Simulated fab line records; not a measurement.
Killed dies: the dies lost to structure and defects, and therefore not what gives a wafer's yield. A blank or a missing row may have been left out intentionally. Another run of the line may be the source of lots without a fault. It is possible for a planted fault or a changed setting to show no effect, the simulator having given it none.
fab line records / flow sky130
record lots=14 wafers=42 last_day=50
route steps=708 shown FIELD_ISO@14 SONOS_TUNNEL@167 SD_P@328 METAL1@440 PAD_OPEN@708
lots that met no fault: taken from a fault-free run of the same line
start_h: start of the lot's first displayed wafer, in hours after the record's first day / wait_h: hours elapsed since this lot's preceding step / " the same as in the row above / L1.1+2: a single row standing in for several wafers / - no value present, or no start provided / * or withheld: withheld / < > ~ a bound
route shown NAME@n: names a module that has steps shown in the file, with the first one's number in the route / usual: the fault-free wafers' mean and standard deviation / same: alike in all rows / chamber/n: place in a boat / sites: readings site by site / _std_site: the standard deviation of these / _edge_site: mean of outer sites minus mean of inner sites / radius_mm: how far each site lies from the wafer's centre / mask NAME#n: copy n / behind: the last tool/chamber to shape the wafer / hold: cause of the lot's hold/its duration in hours/its outcome / device: transistor that didn't switch, given as n, p or np / end of line: the route-end tests of the same wafers / step lacking rows: just its recipe / killed: the dies lost at the first sort to structure and to defects; this is not the yield of the wafer / map: shows each die of a wafer: x if killed, . if not, _ if none is there
set.NAME: the setting as run; set.NAME@STEP: as run at that earlier step / model.NAME: the simulator's own value behind a step, which no gauge read
the route's steps for a sample of lots (tables are steps, rows are wafers)
services: a tool's chamber out of use, with start hour (start_h, from the record's first day; less than 0 if before it), hours out, and reason
## steps
# step SKY_FIELD_ISO_CD_MEAS_13
# recipe target_cd_nm=150
# usual cd_nm=150.0/1.7
lot.wafer=L353.2 tool=cd_sem-02 chamber=- start_h=36.50 wait_h=- cd_nm=147.8
lot.wafer=L353.5 tool=cd_sem-02 chamber=- start_h=36.50 wait_h=- cd_nm=149.0
lot.wafer=L353.6 tool=cd_sem-02 chamber=- start_h=36.50 wait_h=- cd_nm=148.3
lot.wafer=L354.2 tool=cd_sem-01 chamber=- start_h=39.55 wait_h=- cd_nm=152.1
lot.wafer=L354.4 tool=cd_sem-01 chamber=- start_h=39.55 wait_h=- cd_nm=151.0
lot.wafer=L354.5 tool=cd_sem-01 chamber=- start_h=39.55 wait_h=- cd_nm=152.6
lot.wafer=L355.1 tool=cd_sem-02 chamber=- start_h=43.13 wait_h=- cd_nm=149.4
lot.wafer=L355.4 tool=cd_sem-02 chamber=- start_h=43.13 wait_h=- cd_nm=149.2
lot.wafer=L355.5 tool=cd_sem-02 chamber=- start_h=43.13 wait_h=- cd_nm=148.8
lot.wafer=L359.1 tool=cd_sem-01 chamber=- start_h=65.18 wait_h=- cd_nm=147.1
lot.wafer=L359.2 tool=cd_sem-01 chamber=- start_h=65.18 wait_h=- cd_nm=148.6
lot.wafer=L359.3 tool=cd_sem-01 chamber=- start_h=65.18 wait_h=- cd_nm=147.1
lot.wafer=L360.2 tool=cd_sem-02 chamber=- start_h=70.70 wait_h=- cd_nm=149.9
lot.wafer=L360.5 tool=cd_sem-02 chamber=- start_h=70.70 wait_h=- cd_nm=149.8
lot.wafer=L360.6 tool=cd_sem-02 chamber=- start_h=70.70 wait_h=- cd_nm=148.6
lot.wafer=L361.1 tool=cd_sem-02 chamber=- start_h=74.79 wait_h=- cd_nm=150.2
lot.wafer=L361.2 tool=cd_sem-02 chamber=- start_h=74.79 wait_h=- cd_nm=151.1
lot.wafer=L361.6 tool=cd_sem-02 chamber=- start_h=74.79 wait_h=- cd_nm=151.6
lot.wafer=L363.4 tool=cd_sem-02 chamber=- start_h=84.69 wait_h=- cd_nm=149.9
lot.wafer=L363.5 tool=cd_sem-02 chamber=- start_h=84.69 wait_h=- cd_nm=152.3
lot.wafer=L363.6 tool=cd_sem-02 chamber=- start_h=84.69 wait_h=- cd_nm=151.5
lot.wafer=L365.2 tool=cd_sem-02 chamber=- start_h=97.80 wait_h=- cd_nm=150.1
lot.wafer=L365.4 tool=cd_sem-02 chamber=- start_h=97.80 wait_h=- cd_nm=150.9
lot.wafer=L365.6 tool=cd_sem-02 chamber=- start_h=97.80 wait_h=- cd_nm=151.1
lot.wafer=L366.3 tool=cd_sem-01 chamber=- start_h=100.72 wait_h=- cd_nm=149.5
lot.wafer=L366.4 tool=cd_sem-01 chamber=- start_h=100.72 wait_h=- cd_nm=149.2
lot.wafer=L366.6 tool=cd_sem-01 chamber=- start_h=100.72 wait_h=- cd_nm=149.3
lot.wafer=L367.1 tool=cd_sem-02 chamber=- start_h=106.33 wait_h=- cd_nm=146.9
lot.wafer=L367.5 tool=cd_sem-02 chamber=- start_h=106.33 wait_h=- cd_nm=149.8
lot.wafer=L367.6 tool=cd_sem-02 chamber=- start_h=106.33 wait_h=- cd_nm=147.1
lot.wafer=L368.2 tool=cd_sem-01 chamber=- start_h=112.30 wait_h=- cd_nm=150.7
lot.wafer=L368.3 tool=cd_sem-01 chamber=- start_h=112.30 wait_h=- cd_nm=149.8
lot.wafer=L368.4 tool=cd_sem-01 chamber=- start_h=112.30 wait_h=- cd_nm=150.6
lot.wafer=L370.1 tool=cd_sem-01 chamber=- start_h=123.33 wait_h=- cd_nm=151.5
lot.wafer=L370.4 tool=cd_sem-01 chamber=- start_h=123.33 wait_h=- cd_nm=149.0
lot.wafer=L370.6 tool=cd_sem-01 chamber=- start_h=123.33 wait_h=- cd_nm=150.8
lot.wafer=L373.1 tool=cd_sem-01 chamber=- start_h=138.84 wait_h=- cd_nm=152.3
lot.wafer=L373.2 tool=cd_sem-01 chamber=- start_h=138.84 wait_h=- cd_nm=152.5
lot.wafer=L373.6 tool=cd_sem-01 chamber=- start_h=138.84 wait_h=- cd_nm=152.7
lot.wafer=L375.3 tool=cd_sem-01 chamber=- start_h=149.18 wait_h=- cd_nm=147.7
lot.wafer=L375.5 tool=cd_sem-01 chamber=- start_h=149.18 wait_h=- cd_nm=147.6
lot.wafer=L375.6 tool=cd_sem-01 chamber=- start_h=149.18 wait_h=- cd_nm=147.5
# step SKY_SONOS_TUNNEL_CLEAN_13
# recipe chemistry=dHF time_s=20 dilution=100:1 dry=ipa_marangoni
# usual run_length_s=48.1/2.2 time_s=20/0
lot.wafer=L353.2 tool=wet_bench-02 chamber=0 start_h=259.56 wait_h=0.0 run_length_s=50.8 time_s=20
lot.wafer=L353.5 tool=wet_bench-02 chamber=0 start_h=259.56 wait_h=0.0 run_length_s=50.8 time_s=20
lot.wafer=L353.6 tool=wet_bench-02 chamber=0 start_h=259.56 wait_h=0.0 run_length_s=50.8 time_s=20
lot.wafer=L354.2 tool=wet_bench-03 chamber=2 start_h=264.01 wait_h=0.0 run_length_s=47.2 time_s=20
lot.wafer=L354.4 tool=wet_bench-03 chamber=2 start_h=264.01 wait_h=0.0 run_length_s=47.2 time_s=20
lot.wafer=L354.5 tool=wet_bench-03 chamber=2 start_h=264.01 wait_h=0.0 run_length_s=47.2 time_s=20
lot.wafer=L355.1 tool=wet_bench-04 chamber=0 start_h=272.32 wait_h=0.1 run_length_s=46.4 time_s=20
lot.wafer=L355.4 tool=wet_bench-04 chamber=0 start_h=272.32 wait_h=0.1 run_length_s=46.4 time_s=20
lot.wafer=L355.5 tool=wet_bench-04 chamber=0 start_h=272.32 wait_h=0.1 run_length_s=46.4 time_s=20
lot.wafer=L359.1 tool=wet_bench-02 chamber=2 start_h=303.96 wait_h=0.1 run_length_s=46.5 time_s=20
lot.wafer=L359.2 tool=wet_bench-02 chamber=2 start_h=303.96 wait_h=0.1 run_length_s=46.5 time_s=20
lot.wafer=L359.3 tool=wet_bench-02 chamber=2 start_h=303.96 wait_h=0.1 run_length_s=46.5 time_s=20
lot.wafer=L360.2 tool=wet_bench-02 chamber=3 start_h=312.61 wait_h=0.0 run_length_s=46.2 time_s=20
lot.wafer=L360.5 tool=wet_bench-02 chamber=3 start_h=312.61 wait_h=0.0 run_length_s=46.2 time_s=20
lot.wafer=L360.6 tool=wet_bench-02 chamber=3 start_h=312.61 wait_h=0.0 run_length_s=46.2 time_s=20
lot.wafer=L361.1 tool=wet_bench-02 chamber=1 start_h=321.96 wait_h=0.1 run_length_s=46.3 time_s=20
lot.wafer=L361.2 tool=wet_bench-02 chamber=1 start_h=321.96 wait_h=0.1 run_length_s=46.3 time_s=20
lot.wafer=L361.6 tool=wet_bench-02 chamber=1 start_h=321.96 wait_h=0.1 run_length_s=46.3 time_s=20
lot.wafer=L363.4 tool=wet_bench-04 chamber=0 start_h=338.31 wait_h=0.0 run_length_s=51.2 time_s=20
lot.wafer=L363.5 tool=wet_bench-04 chamber=0 start_h=338.31 wait_h=0.0 run_length_s=51.2 time_s=20
lot.wafer=L363.6 tool=wet_bench-04 chamber=0 start_h=338.31 wait_h=0.0 run_length_s=51.2 time_s=20
lot.wafer=L365.2 tool=wet_bench-02 chamber=1 start_h=353.67 wait_h=0.0 run_length_s=47.9 time_s=20
lot.wafer=L365.4 tool=wet_bench-02 chamber=1 start_h=353.67 wait_h=0.0 run_length_s=47.9 time_s=20
lot.wafer=L365.6 tool=wet_bench-02 chamber=1 start_h=353.67 wait_h=0.0 run_length_s=47.9 time_s=20
lot.wafer=L366.3 tool=wet_bench-02 chamber=3 start_h=359.52 wait_h=0.0 run_length_s=46.3 time_s=20
lot.wafer=L366.4 tool=wet_bench-02 chamber=3 start_h=359.52 wait_h=0.0 run_length_s=46.3 time_s=20
lot.wafer=L366.6 tool=wet_bench-02 chamber=3 start_h=359.52 wait_h=0.0 run_length_s=46.3 time_s=20
lot.wafer=L367.1 tool=wet_bench-02 chamber=2 start_h=368.98 wait_h=0.1 run_length_s=- time_s=-
lot.wafer=L367.5 tool=wet_bench-02 chamber=2 start_h=368.98 wait_h=0.1 run_length_s=- time_s=-
lot.wafer=L367.6 tool=wet_bench-02 chamber=2 start_h=368.98 wait_h=0.1 run_length_s=- time_s=-
lot.wafer=L368.2 tool=wet_bench-03 chamber=3 start_h=376.36 wait_h=0.0 run_length_s=- time_s=-
lot.wafer=L368.3 tool=wet_bench-03 chamber=3 start_h=376.36 wait_h=0.0 run_length_s=- time_s=-
lot.wafer=L368.4 tool=wet_bench-03 chamber=3 start_h=376.36 wait_h=0.0 run_length_s=- time_s=-
lot.wafer=L370.1 tool=wet_bench-03 chamber=0 start_h=397.66 wait_h=0.1 run_length_s=47.7 time_s=20
lot.wafer=L370.4 tool=wet_bench-03 chamber=0 start_h=397.66 wait_h=0.1 run_length_s=47.7 time_s=20
lot.wafer=L370.6 tool=wet_bench-03 chamber=0 start_h=397.66 wait_h=0.1 run_length_s=47.7 time_s=20
lot.wafer=L373.1 tool=wet_bench-04 chamber=1 start_h=416.76 wait_h=0.1 run_length_s=47.3 time_s=20
lot.wafer=L373.2 tool=wet_bench-04 chamber=1 start_h=416.76 wait_h=0.1 run_length_s=47.3 time_s=20
lot.wafer=L373.6 tool=wet_bench-04 chamber=1 start_h=416.76 wait_h=0.1 run_length_s=47.3 time_s=20
lot.wafer=L375.3 tool=wet_bench-03 chamber=3 start_h=463.89 wait_h=0.0 run_length_s=46.7 time_s=20
lot.wafer=L375.5 tool=wet_bench-03 chamber=3 start_h=463.89 wait_h=0.0 run_length_s=46.7 time_s=20
lot.wafer=L375.6 tool=wet_bench-03 chamber=3 start_h=463.89 wait_h=0.0 run_length_s=46.7 time_s=20
# step SKY_SD_P_OVL_MEAS_08
# usual SD_P_OVL=0.8/1.3
lot.wafer=L353.2 tool=overlay-01 chamber=- start_h=604.76 wait_h=0.1 SD_P_OVL[nm]=-0.2
lot.wafer=L353.5 tool=overlay-01 chamber=- start_h=604.76 wait_h=0.1 SD_P_OVL[nm]=-0.3
lot.wafer=L353.6 tool=overlay-01 chamber=- start_h=604.76 wait_h=0.1 SD_P_OVL[nm]=0.6
lot.wafer=L354.2 tool=overlay-02 chamber=- start_h=604.87 wait_h=0.1 SD_P_OVL[nm]=0.5
lot.wafer=L354.4 tool=overlay-02 chamber=- start_h=604.87 wait_h=0.1 SD_P_OVL[nm]=1.7
lot.wafer=L354.5 tool=overlay-02 chamber=- start_h=604.87 wait_h=0.1 SD_P_OVL[nm]=1.0
lot.wafer=L355.1 tool=overlay-02 chamber=- start_h=609.70 wait_h=0.1 SD_P_OVL[nm]=1.6
lot.wafer=L355.4 tool=overlay-02 chamber=- start_h=609.70 wait_h=0.1 SD_P_OVL[nm]=0.1
lot.wafer=L355.5 tool=overlay-02 chamber=- start_h=609.70 wait_h=0.1 SD_P_OVL[nm]=0.2
lot.wafer=L359.1 tool=overlay-02 chamber=- start_h=650.05 wait_h=0.1 SD_P_OVL[nm]=-2.7
lot.wafer=L359.2 tool=overlay-02 chamber=- start_h=650.05 wait_h=0.1 SD_P_OVL[nm]=0.0
lot.wafer=L359.3 tool=overlay-02 chamber=- start_h=650.05 wait_h=0.1 SD_P_OVL[nm]=-1.0
lot.wafer=L360.2 tool=overlay-01 chamber=- start_h=658.37 wait_h=0.1 SD_P_OVL[nm]=2.1
lot.wafer=L360.5 tool=overlay-01 chamber=- start_h=658.37 wait_h=0.1 SD_P_OVL[nm]=1.0
lot.wafer=L360.6 tool=overlay-01 chamber=- start_h=658.37 wait_h=0.1 SD_P_OVL[nm]=2.0
lot.wafer=L361.1 tool=overlay-01 chamber=- start_h=665.90 wait_h=0.1 SD_P_OVL[nm]=-0.1
lot.wafer=L361.2 tool=overlay-01 chamber=- start_h=665.90 wait_h=0.1 SD_P_OVL[nm]=1.8
lot.wafer=L361.6 tool=overlay-01 chamber=- start_h=665.90 wait_h=0.1 SD_P_OVL[nm]=0.7
lot.wafer=L363.4 tool=overlay-02 chamber=- start_h=680.92 wait_h=0.1 SD_P_OVL[nm]=1.7
lot.wafer=L363.5 tool=overlay-02 chamber=- start_h=680.92 wait_h=0.1 SD_P_OVL[nm]=0.3
lot.wafer=L363.6 tool=overlay-02 chamber=- start_h=680.92 wait_h=0.1 SD_P_OVL[nm]=-0.1
lot.wafer=L365.2 tool=overlay-02 chamber=- start_h=702.71 wait_h=0.1 SD_P_OVL[nm]=0.6
lot.wafer=L365.4 tool=overlay-02 chamber=- start_h=702.71 wait_h=0.1 SD_P_OVL[nm]=2.3
lot.wafer=L365.6 tool=overlay-02 chamber=- start_h=702.71 wait_h=0.1 SD_P_OVL[nm]=1.3
lot.wafer=L366.3 tool=overlay-01 chamber=- start_h=703.01 wait_h=0.1 SD_P_OVL[nm]=0.3
lot.wafer=L366.4 tool=overlay-01 chamber=- start_h=703.01 wait_h=0.1 SD_P_OVL[nm]=0.2
lot.wafer=L366.6 tool=overlay-01 chamber=- start_h=703.01 wait_h=0.1 SD_P_OVL[nm]=0.8
lot.wafer=L367.1 tool=overlay-02 chamber=- start_h=710.30 wait_h=0.1 SD_P_OVL[nm]=1.4
lot.wafer=L367.5 tool=overlay-02 chamber=- start_h=710.30 wait_h=0.1 SD_P_OVL[nm]=2.0
lot.wafer=L367.6 tool=overlay-02 chamber=- start_h=710.30 wait_h=0.1 SD_P_OVL[nm]=2.1
lot.wafer=L368.2 tool=overlay-01 chamber=- start_h=719.92 wait_h=0.1 SD_P_OVL[nm]=0.5
lot.wafer=L368.3 tool=overlay-01 chamber=- start_h=719.92 wait_h=0.1 SD_P_OVL[nm]=-0.4
lot.wafer=L368.4 tool=overlay-01 chamber=- start_h=719.92 wait_h=0.1 SD_P_OVL[nm]=0.8
lot.wafer=L370.1 tool=overlay-02 chamber=- start_h=740.05 wait_h=0.1 SD_P_OVL[nm]=-0.5
lot.wafer=L370.4 tool=overlay-02 chamber=- start_h=740.05 wait_h=0.1 SD_P_OVL[nm]=-1.8
lot.wafer=L370.6 tool=overlay-02 chamber=- start_h=740.05 wait_h=0.1 SD_P_OVL[nm]=-1.1
lot.wafer=L373.1 tool=overlay-01 chamber=- start_h=774.76 wait_h=0.1 SD_P_OVL[nm]=1.1
lot.wafer=L373.2 tool=overlay-01 chamber=- start_h=774.76 wait_h=0.1 SD_P_OVL[nm]=0.4
lot.wafer=L373.6 tool=overlay-01 chamber=- start_h=774.76 wait_h=0.1 SD_P_OVL[nm]=2.4
lot.wafer=L375.3 tool=overlay-02 chamber=- start_h=792.97 wait_h=0.1 SD_P_OVL[nm]=2.2
lot.wafer=L375.5 tool=overlay-02 chamber=- start_h=792.97 wait_h=0.1 SD_P_OVL[nm]=2.9
lot.wafer=L375.6 tool=overlay-02 chamber=- start_h=792.97 wait_h=0.1 SD_P_OVL[nm]=2.3
# step SKY_METAL1_THK_MEAS_06
# recipe thk_meas_gauge=xrf reads=AlCu_of_METAL1_SPUTTER_02
# usual METAL1_ALCU_THK=247.3/2.8
lot.wafer=L353.2 tool=film_metro-01 chamber=- start_h=753.40 wait_h=0.1 METAL1_ALCU_THK[nm]=247.8
lot.wafer=L353.5 tool=film_metro-01 chamber=- start_h=753.40 wait_h=0.1 METAL1_ALCU_THK[nm]=247.4
lot.wafer=L353.6 tool=film_metro-01 chamber=- start_h=753.40 wait_h=0.1 METAL1_ALCU_THK[nm]=248.1
lot.wafer=L354.2 tool=film_metro-01 chamber=- start_h=753.81 wait_h=0.1 METAL1_ALCU_THK[nm]=246.2
lot.wafer=L354.4 tool=film_metro-01 chamber=- start_h=753.81 wait_h=0.1 METAL1_ALCU_THK[nm]=245.9
lot.wafer=L354.5 tool=film_metro-01 chamber=- start_h=753.81 wait_h=0.1 METAL1_ALCU_THK[nm]=247.6
lot.wafer=L355.1 tool=film_metro-04 chamber=- start_h=756.84 wait_h=0.1 METAL1_ALCU_THK[nm]=247.2
lot.wafer=L355.4 tool=film_metro-04 chamber=- start_h=756.84 wait_h=0.1 METAL1_ALCU_THK[nm]=250.5
lot.wafer=L355.5 tool=film_metro-04 chamber=- start_h=756.84 wait_h=0.1 METAL1_ALCU_THK[nm]=247.3
lot.wafer=L359.1 tool=film_metro-02 chamber=- start_h=793.65 wait_h=0.1 METAL1_ALCU_THK[nm]=250.9
lot.wafer=L359.2 tool=film_metro-02 chamber=- start_h=793.65 wait_h=0.1 METAL1_ALCU_THK[nm]=253.1
lot.wafer=L359.3 tool=film_metro-02 chamber=- start_h=793.65 wait_h=0.1 METAL1_ALCU_THK[nm]=251.9
lot.wafer=L360.2 tool=film_metro-04 chamber=- start_h=802.21 wait_h=0.1 METAL1_ALCU_THK[nm]=246.6
lot.wafer=L360.5 tool=film_metro-04 chamber=- start_h=802.21 wait_h=0.1 METAL1_ALCU_THK[nm]=246.0
lot.wafer=L360.6 tool=film_metro-04 chamber=- start_h=802.21 wait_h=0.1 METAL1_ALCU_THK[nm]=246.9
lot.wafer=L361.1 tool=film_metro-02 chamber=- start_h=808.68 wait_h=0.1 METAL1_ALCU_THK[nm]=250.4
lot.wafer=L361.2 tool=film_metro-02 chamber=- start_h=808.68 wait_h=0.1 METAL1_ALCU_THK[nm]=243.4
lot.wafer=L361.6 tool=film_metro-02 chamber=- start_h=808.68 wait_h=0.1 METAL1_ALCU_THK[nm]=247.6
lot.wafer=L363.4 tool=film_metro-04 chamber=- start_h=821.50 wait_h=0.1 METAL1_ALCU_THK[nm]=243.9
lot.wafer=L363.5 tool=film_metro-04 chamber=- start_h=821.50 wait_h=0.1 METAL1_ALCU_THK[nm]=244.8
lot.wafer=L363.6 tool=film_metro-04 chamber=- start_h=821.50 wait_h=0.1 METAL1_ALCU_THK[nm]=246.0
lot.wafer=L365.2 tool=film_metro-01 chamber=- start_h=842.33 wait_h=0.1 METAL1_ALCU_THK[nm]=245.3
lot.wafer=L365.4 tool=film_metro-01 chamber=- start_h=842.33 wait_h=0.1 METAL1_ALCU_THK[nm]=241.3
lot.wafer=L365.6 tool=film_metro-01 chamber=- start_h=842.33 wait_h=0.1 METAL1_ALCU_THK[nm]=243.3
lot.wafer=L366.3 tool=film_metro-01 chamber=- start_h=843.42 wait_h=0.1 METAL1_ALCU_THK[nm]=244.6
lot.wafer=L366.4 tool=film_metro-01 chamber=- start_h=843.42 wait_h=0.1 METAL1_ALCU_THK[nm]=252.7
lot.wafer=L366.6 tool=film_metro-01 chamber=- start_h=843.42 wait_h=0.1 METAL1_ALCU_THK[nm]=247.0
lot.wafer=L367.1 tool=film_metro-01 chamber=- start_h=849.34 wait_h=0.1 METAL1_ALCU_THK[nm]=245.0
lot.wafer=L367.5 tool=film_metro-01 chamber=- start_h=849.34 wait_h=0.1 METAL1_ALCU_THK[nm]=244.7
lot.wafer=L367.6 tool=film_metro-01 chamber=- start_h=849.34 wait_h=0.1 METAL1_ALCU_THK[nm]=244.0
lot.wafer=L368.2 tool=film_metro-01 chamber=- start_h=858.96 wait_h=0.1 METAL1_ALCU_THK[nm]=245.8
lot.wafer=L368.3 tool=film_metro-01 chamber=- start_h=858.96 wait_h=0.1 METAL1_ALCU_THK[nm]=247.0
lot.wafer=L368.4 tool=film_metro-01 chamber=- start_h=858.96 wait_h=0.1 METAL1_ALCU_THK[nm]=243.8
lot.wafer=L370.1 tool=film_metro-04 chamber=- start_h=877.90 wait_h=0.1 METAL1_ALCU_THK[nm]=248.4
lot.wafer=L370.4 tool=film_metro-04 chamber=- start_h=877.90 wait_h=0.1 METAL1_ALCU_THK[nm]=246.2
lot.wafer=L370.6 tool=film_metro-04 chamber=- start_h=877.90 wait_h=0.1 METAL1_ALCU_THK[nm]=244.8
lot.wafer=L373.1 tool=film_metro-01 chamber=- start_h=910.23 wait_h=0.1 METAL1_ALCU_THK[nm]=247.5
lot.wafer=L373.2 tool=film_metro-01 chamber=- start_h=910.23 wait_h=0.1 METAL1_ALCU_THK[nm]=243.9
lot.wafer=L373.6 tool=film_metro-01 chamber=- start_h=910.23 wait_h=0.1 METAL1_ALCU_THK[nm]=244.3
lot.wafer=L375.3 tool=film_metro-02 chamber=- start_h=927.59 wait_h=0.1 METAL1_ALCU_THK[nm]=249.4
lot.wafer=L375.5 tool=film_metro-02 chamber=- start_h=927.59 wait_h=0.1 METAL1_ALCU_THK[nm]=247.5
lot.wafer=L375.6 tool=film_metro-02 chamber=- start_h=927.59 wait_h=0.1 METAL1_ALCU_THK[nm]=245.5
# step SKY_PAD_OPEN_PROBE_99
# usual killed_at_M0_to_M3=45/6.8 killed_at_M4_up=3.1/2 killed_at_contacts=23/5.2 killed_at_front_end=14/3.7 killed_at_other=0.3/0.61 killed_dies=86/9 killed_open=46/6.9 killed_short=39/6.4
# same gross_dies=492 killed_at_back_side=0
lot.wafer=L367.1 tool=prober-02 chamber=- start_h=1156.56 wait_h=0.1 killed_at_M0_to_M3=63 killed_at_M4_up=4 killed_at_contacts=22 killed_at_front_end=18 killed_at_other=0 killed_dies=107 killed_open=54 killed_short=53
# killed by level:class
L367.1 VIA1:geometric_particle:open=15 VIA2:geometric_particle:open=11 LI_CONTACT:geometric_particle:open=8 METAL2:geometric_particle:short=8 METAL1:geometric_particle:short=7 VIA1:geometric_particle:short=7 CONTACT:geometric_particle:short=6 FIELD_ISO:geometric_particle:short=4
## services
tool=wet_bench-02 chamber=- start_h=462.35 hours=4.3 kind=repair
## key
first_sign step=SKY_SONOS_TUNNEL_CLEAN_13 reading=tool_record direction=missing
effect none on later readings
met_at SKY_SONOS_TUNNEL_CLEAN_13
struck_lots L367,L368
tester_left_out L367,L368
not_acting_at SKY_FIELD_ISO_CD_MEAS_13,SKY_SD_P_OVL_MEAS_08,SKY_METAL1_THK_MEAS_06
onset_between 359.52 368.98
fault kind=skipped_step_whole tool=wet_bench-02,wet_bench-03 chamber=- onset_h=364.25 steps=SKY_SONOS_TUNNEL_CLEAN_13 scope=struck_lots_only
# tester_left_out: of these lots the tester's yield and bins aren't shown, on N5 and GAA mostly nor the transistor test; their killed dies are dies lost to structure and defects alone, not to doping, threshold or leakage, so they don't give the yield
